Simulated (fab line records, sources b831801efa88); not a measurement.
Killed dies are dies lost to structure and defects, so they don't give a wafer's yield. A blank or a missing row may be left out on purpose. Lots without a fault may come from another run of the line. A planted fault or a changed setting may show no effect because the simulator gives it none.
Chamber matching | flow gf180mcu | GF_STI_CMP_25 on cmp-01: 4 sister chambers
The step polishes, stops on Si3N4, t overpolish 33 s, target thk 524.6 nm. 8 wafers are shown with their chamber, then 9 later ones without.

WAFERS WITH THEIR CHAMBER
wafer  | chamber | motor_current_A (A) | time_to_endpoint_s (s)
L216.2 | 2       | 13.8                | 124
L217.2 | 1       | 10.4                | 130
L218.2 | 2       | 12.6                | 125
L218.5 | 1       | 11.1                | 134
L221.6 | 0       | 12.9                | 122
L225.3 | 3       | 10.6                | 128
L225.4 | 0       | 12.3                | 122
L225.5 | 3       | 10.5                | 127

WAFERS WITHOUT THEIR CHAMBER
wafer  | motor_current_A (A) | time_to_endpoint_s (s)
L229.1 | 10.7                | 134
L229.3 | 13.3                | 129
L229.6 | 11.9                | 128
L230.2 | 11.2                | 132
L230.3 | 10.9                | 140
L230.6 | 11.2                | 134
L233.4 | 12.7                | 125
L233.5 | 10.4                | 126
L233.6 | 13.0                | 121

WHICH CHAMBER EACH WENT THROUGH
wafer  | from the rows above               | in truth
L229.1 | 1                                 | 1
L229.3 | can't be placed: 2 or 0           | 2
L229.6 | can't be placed: 3 or 2 or 1 or 0 | 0
L230.2 | 1                                 | 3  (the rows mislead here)
L230.3 | 1                                 | 1
L230.6 | 1                                 | 1
L233.4 | can't be placed: 2 or 0           | 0
L233.5 | 3                                 | 3
L233.6 | can't be placed: 0 or 2           | 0
Placed correctly: 4 of 9. Can't be placed from these rows: 4 (the true chamber is among the candidates in 4). Placed wrongly: 1.
How it was worked out, from the rows above alone: a wafer's distance from a chamber is the root of the sum, over the readings, of the square of ((its reading less the chamber's mean) divided by the reading's scatter). The wafer belongs to the nearest chamber; if the next one is less than 2 further off, it can't be placed. A chamber's mean is the mean of its shown wafers. The scatter: the root of (the sum of the squares of (reading less its chamber's mean) over the shown wafers, divided by (wafers less chambers)).
